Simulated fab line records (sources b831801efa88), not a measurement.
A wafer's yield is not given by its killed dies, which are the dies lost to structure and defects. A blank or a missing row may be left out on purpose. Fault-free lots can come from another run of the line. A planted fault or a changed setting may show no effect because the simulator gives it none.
Comparing a struck lot with a sound one	flow sky130	17 out of 708 route steps
Sound: wafers L409.1, L409.5, L409.6. Wafers L413.1, L413.5, L413.6 were the ones struck. At the end, the cause is stated.
At each step with rows: each side's tool, then ch and its chambers, then its first start. Under that, the readings that differ: sound wafers	struck wafers	difference of the means	sigmas: that difference in standard deviations of wafers without a fault.
alike: same words and numbers on both sides, and readings whose means sit less than 2 such deviations apart. not compared: any withheld reading, any reading some wafer has no value for, any bound like >300 that may hide the same value, and any number with overlapping values for which the record gives no deviation.
The two part at a step that has a row with sigmas, a row that says differs or no value, or rows on one side only. Non-overlapping numbers with no deviation appear without sigmas and do not part them. Lack of a reading on every wafer of one side parts them only where that side has two or more wafers.

first, 1 step without rows for these wafers: SKY_VT_ADJUST_NCORE_IMPLANT_09.
SKY_VT_ADJUST_NCORE_STRIP_10: strips in O2/N2.
  sound on plasmaAsher-04 ch 0,1, day 12 14:23; struck on plasmaAsher-04 ch 0,1, day 13 05:49
reading	sound	struck	difference	sigmas
stripTimeToEndpointS (s)	14.23 14.22 14.23	14.10 14.11 14.12	-0.12	-3
  alike: drypumpMotorCurrentA, n2FlowSccm, oesProductAu
  not compared: rfHoursCounterH
SKY_VT_ADJUST_NCORE_TW_MEAS_11:
  struck on filmMetro-02, day 13 05:55; sound on filmMetro-02, day 12 14:29
  alike: VT_ADJUST_NCORE_TW
then, 7 steps without rows for these wafers: SKY_VT_ADJUST_HVTR_DEHYDRATE_00 (time 60 s); SKY_VT_ADJUST_HVTR_HMDS_01 (prime time 60 s); SKY_VT_ADJUST_HVTR_COAT_02 (resist thk 1140 nm); SKY_VT_ADJUST_HVTR_SOFTBAKE_03 (time 60 s); SKY_VT_ADJUST_HVTR_EXPOSE_04 (exposes mask HVTRM, target cd 380 nm); SKY_VT_ADJUST_HVTR_PEB_05; SKY_VT_ADJUST_HVTR_DEVELOP_06 (develop time 60 s).
SKY_VT_ADJUST_HVTR_CD_MEAS_07: the cd target is 380 nm.
  struck on cdSem-02, day 14 07:23; sound on cdSem-02, day 13 15:11
  alike: cdNm
SKY_VT_ADJUST_HVTR_OVL_MEAS_08:
  struck on overlay-02, day 14 07:30; sound on overlay-02, day 13 15:18
  alike: VT_ADJUST_HVTR_OVL
SKY_VT_ADJUST_HVTR_IMPLANT_09:
  sound on implanter-04 ch 0, day 13 15:20; struck on implanter-04 ch 0, day 14 07:32
reading	sound	struck	difference	sigmas
doseIonsCm2	2.0976e+12 2.0999e+12 2.0988e+12	5.94e+11 5.969e+11 5.944e+11	-1.50e+12	-99 or more
faradayCurrentUA	11.92 11.69 12.23	3.46 3.44 3.52	-8.47	-34
  alike: endStationPressureTorr
SKY_VT_ADJUST_HVTR_STRIP_10: strips in O2/N2.
  sound on plasmaAsher-04 ch 0,1, day 13 15:29; struck on plasmaAsher-04 ch 0,1, day 14 07:41
  alike: drypumpMotorCurrentA, n2FlowSccm, oesProductAu, stripTimeToEndpointS
  not compared: rfHoursCounterH
SKY_VT_ADJUST_HVTR_TW_MEAS_11:
  struck on filmMetro-04, day 14 07:47; sound on filmMetro-01, day 13 15:35
reading	sound	struck	difference	sigmas
VT_ADJUST_HVTR_TW	207.0 209.0 208.4	147.7 148.7 147.8	-60.1	-50
then, 1 step without rows for these wafers: SKY_VT_ADJUST_PCH_DEHYDRATE_00 (time 60 s).
-- a jump in the record: the struck wafers' starts before and after are 35 days apart (it breaks off in module VT_ADJUST_PCH and resumes in module PAD_OPEN, where the first step shown is number 708 of the route) --
SKY_PAD_OPEN_PROBE_99:
  struck on prober-02, day 49 15:02; sound on prober-02, day 49 03:23
reading	sound	struck	difference	sigmas
killedAtFrontEnd	16 12 11	23 23 21	+9	+2
model.etest.pfet_01v8_mvt.driveUaUm	154 156.5 155.9	136.3 132.4 132.6	-21.7	
model.etest.pfet_01v8_mvt.offLog10AUm	-10.2 -10.11 -10.3	-12.69 -12.55 -12.51	-2.38	
model.etest.pfet_01v8_mvt.vtSatV (V)	-0.5278 -0.5308 -0.5358	-0.7311 -0.7272 -0.7235	-0.1958	
model.etest.pfet_01v8_mvt.vtV (V)	-0.617 -0.619 -0.6258	-0.7901 -0.7881 -0.7856	-0.1673	
model.etest.pfet_01v8_mvt.vtLongV (V)	-0.8239 -0.8234 -0.8317	-0.9782 -0.9782 -0.9819	-0.1531	
model.etest.pfet_01v8_mvt.bodyRiseV (V)	-0.1964 -0.1925 -0.1938	-0.1819 -0.1872 -0.1869	+0.0089	
  alike: killed_at_M0_to_M3, killed_at_M4_up, killedAtContacts, killedAtOther, killedDies, killedOpen, killedShort

== WHERE THEY PART ==
Last at SKY_PAD_OPEN_PROBE_99 as far as this record goes, first at SKY_VT_ADJUST_NCORE_STRIP_10.

WHY: what the simulator had put in
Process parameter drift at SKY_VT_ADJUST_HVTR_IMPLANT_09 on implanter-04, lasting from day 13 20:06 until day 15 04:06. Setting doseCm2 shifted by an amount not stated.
